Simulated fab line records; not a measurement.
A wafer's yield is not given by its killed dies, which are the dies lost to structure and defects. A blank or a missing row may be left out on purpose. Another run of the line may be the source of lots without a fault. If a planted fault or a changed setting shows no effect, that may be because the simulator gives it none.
Struck lot and sound lot, side by side -- flow sfq_line -- 41 steps out of a route of 325
Sound: these wafers, L113.2, L113.5, L113.6. The struck wafers were L101.2, L101.4, L101.5. At the end, the cause is stated.
At each step with rows: each side's tool, then ch and its chambers, then its first start. Under that, the readings that differ: sound wafers -- struck wafers -- difference of the means -- sigmas: that difference in standard deviations of wafers without a fault.
alike: a reading whose means differ by less than 2 such deviations, as well as words and numbers matching on both sides. not compared: withheld readings; readings where some wafer has no value; bounds like >300 that might hide an equal value; numbers whose values overlap and for which the record gives no deviation.
The two part at a step that has a row with sigmas, a row that says differs or no value, or rows on one side only. Non-overlapping numbers with no deviation appear without sigmas and do not part them. A reading that every wafer of one side lacks parts them only if that side has two wafers or more.

first, 1 step without rows for these wafers: SFQ_TRILAYER_M4_DEP_PRE_CLEAN_092 (time 22.5 s).
SFQ_TRILAYER_M4_DEP_SPUTTER_091: material Nb, target thk 200 nm, time 133.3 s.
  sound on pvd_sputter-05 at day 39 02:34; struck on pvd_sputter-06 at day 34 12:52
  alike: substrate_temp_c, throttle_valve_pct
SFQ_M4_RS_MEAS_924: measures by four-point-probe.
  sound on film_metro-03 at day 39 02:41; struck on film_metro-03 at day 34 13:00
  alike: M4_NB_RS
then, 6 steps without rows for these wafers: SFQ_TRILAYER_M4_LITHO_COAT_098 (resist thk 62 nm); SFQ_TRILAYER_M4_LITHO_COAT_093 (resist thk 600 nm); SFQ_TRILAYER_M4_LITHO_SOFTBAKE_097; SFQ_TRILAYER_M4_LITHO_EXPOSE_094 (exposes mask M4, target cd 500 nm); SFQ_TRILAYER_M4_LITHO_PEB_096 (peb time 60 s); SFQ_TRILAYER_M4_LITHO_DEVELOP_095 (time 60 s).
-- the record jumps here: 3 days lie between the struck wafers' starts before and after --
SFQ_M4_OVL_MEAS_926:
  sound on overlay-01 at day 41 06:13; struck on overlay-02 at day 37 12:46
  alike: M4_OVL
then, 1 step without rows for these wafers: SFQ_TRILAYER_M4_BARC_OPEN_METAL_ETCH_123 (etches BARC in O2, target depth 125 nm, time 41.7 s).
SFQ_TRILAYER_M4_ETCH_METAL_ETCH_096: etches Nb in Cl2/Ar, stops on SiO2, target depth 240 nm, time 120 s.
  sound on rie_metal-01 ch 0,1, day 41 06:18; struck on rie_metal-04 ch 0,1, day 37 12:51
  no value came back on the struck wafers for bias_w (W), chamber_pressure_mTorr (mTorr), drypump_motor_current_A (A), oes_product_au (a.u.); on the sound wafers bias_w (W) reads 80.03 79.82 80.16
reading,sound,struck,difference,sigmas
model.KrF_of_TRILAYER_M4_LITHO_COAT_093.thk_nm (nm),387.4 382.8 384.3,524.4 525.2 526.8,+140.6,
  not compared: rf_hours_counter_h
then, 4 steps without rows for these wafers: SFQ_TRILAYER_M4_STRIP_STRIP_097 (strips in O2); SFQ_TRILAYER_M4_STRIP_SOLV_CLEAN_098 (cleans in NMP, time 600 s); SFQ_TRILAYER_I4_DEP_PECVD_099 (deposits SiO2 from SiH4/N2O, time 111.11 s, target thk 500 nm); SFQ_TRILAYER_I4_CMP_CMP_100 (polishes SiO2).
SFQ_I4_BOW_MEAS_927:
  sound on film_metro-01 at day 43 17:29; struck on film_metro-01 at day 39 11:15
  alike: I4_BOW
then, 7 steps without rows for these wafers: SFQ_TRILAYER_I4_METRO_MEASURE_101; SFQ_TRILAYER_I4_VIA_LITHO_COAT_108 (resist thk 62 nm); SFQ_TRILAYER_I4_VIA_LITHO_COAT_103 (resist thk 650 nm); SFQ_TRILAYER_I4_VIA_LITHO_SOFTBAKE_107; SFQ_TRILAYER_I4_VIA_LITHO_EXPOSE_104 (exposes mask I4, target cd 700 nm); SFQ_TRILAYER_I4_VIA_LITHO_PEB_106 (peb time 60 s); SFQ_TRILAYER_I4_VIA_LITHO_DEVELOP_105 (time 60 s).
-- the record jumps here: 3 days lie between the struck wafers' starts before and after --
SFQ_I4_OVL_MEAS_928:
  sound on overlay-01 at day 46 17:16; struck on overlay-02 at day 42 16:08
  alike: I4_OVL
then, 1 step without rows for these wafers: SFQ_TRILAYER_I4_VIA_BARC_OPEN_VIA_ETCH_146 (etches BARC in O2, target depth 125 nm, time 41.7 s).
SFQ_TRILAYER_I4_VIA_ETCH_VIA_ETCH_106: etches SiO2 in CHF3, stops on Nb, target depth 260 nm.
  sound on rie_diel-03 ch 2,3, day 46 17:20; struck on rie_diel-03 ch 1,2, day 42 16:12
  alike: bias_w, chamber_pressure_mTorr, drypump_motor_current_A, oes_product_au
then, 3 steps without rows for these wafers: SFQ_TRILAYER_I4_VIA_STRIP_STRIP_107 (strips in O2); SFQ_TRILAYER_I4_VIA_STRIP_SOLV_CLEAN_108 (cleans in NMP, time 600 s); SFQ_TRILAYER_JJ_TRILAYER_DEP_PRE_CLEAN_113 (time 22.5 s).
SFQ_TRILAYER_JJ_TRILAYER_DEP_SPUTTER_109: material Nb, target thk 150 nm, time 100 s.
  sound on pvd_sputter-06 at day 46 18:15; struck on pvd_sputter-05 at day 42 18:07
  alike: substrate_temp_c, throttle_valve_pct
SFQ_TRILAYER_JJ_TRILAYER_DEP_SPUTTER_110: material Al, target thk 8 nm, time 10 s.
  sound on pvd_sputter-06 at day 46 18:19; struck on pvd_sputter-05 at day 42 18:11
  alike: throttle_valve_pct
then, 1 step without rows for these wafers: SFQ_TRILAYER_JJ_TRILAYER_DEP_AL_OXIDATION_111 (oxidation time 600 s).
SFQ_TRILAYER_JJ_TRILAYER_DEP_SPUTTER_112: material Nb, target thk 170 nm, time 113.3 s.
  sound on pvd_sputter-06 at day 46 19:21; struck on pvd_sputter-05 at day 42 19:13
  alike: substrate_temp_c, throttle_valve_pct
SFQ_JJ_RS_MEAS_929: measures by four-point-probe.
  sound on film_metro-03 at day 46 19:27; struck on film_metro-03 at day 42 19:19
  alike: JJ_NB_RS
then, 5 steps without rows for these wafers: SFQ_TRILAYER_JJ_CE_LITHO_COAT_119 (resist thk 62 nm); SFQ_TRILAYER_JJ_CE_LITHO_COAT_114 (resist thk 600 nm); SFQ_TRILAYER_JJ_CE_LITHO_SOFTBAKE_118; SFQ_TRILAYER_JJ_CE_LITHO_EXPOSE_115 (exposes mask J5, target cd 700 nm); SFQ_TRILAYER_JJ_CE_LITHO_PEB_117 (peb time 60 s).
-- the record jumps here: 27 days lie between the struck wafers' starts before and after --
SFQ_M8_BOW_MEAS_951:
  sound on film_metro-03 at day 78 03:41; struck on film_metro-01 at day 69 11:32
reading,sound,struck,difference,sigmas
model.etest.m4.comb_log10_ohm,12 12 12,0 0 0,-12,
  alike: M8_BOW

== WHERE THEY PART ==
SFQ_TRILAYER_M4_ETCH_METAL_ETCH_096 only, going by this record. Later steps at which nothing parts them and some readings are alike: SFQ_I4_BOW_MEAS_927, SFQ_I4_OVL_MEAS_928, SFQ_TRILAYER_I4_VIA_ETCH_VIA_ETCH_106, SFQ_TRILAYER_JJ_TRILAYER_DEP_SPUTTER_109, SFQ_TRILAYER_JJ_TRILAYER_DEP_SPUTTER_110, SFQ_TRILAYER_JJ_TRILAYER_DEP_SPUTTER_112, SFQ_JJ_RS_MEAS_929, SFQ_M8_BOW_MEAS_951.

WHY: what the simulator had put in
At SFQ_TRILAYER_M4_ETCH_METAL_ETCH_096, the step was skipped entirely on rie_metal-04 from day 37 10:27 on. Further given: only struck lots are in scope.
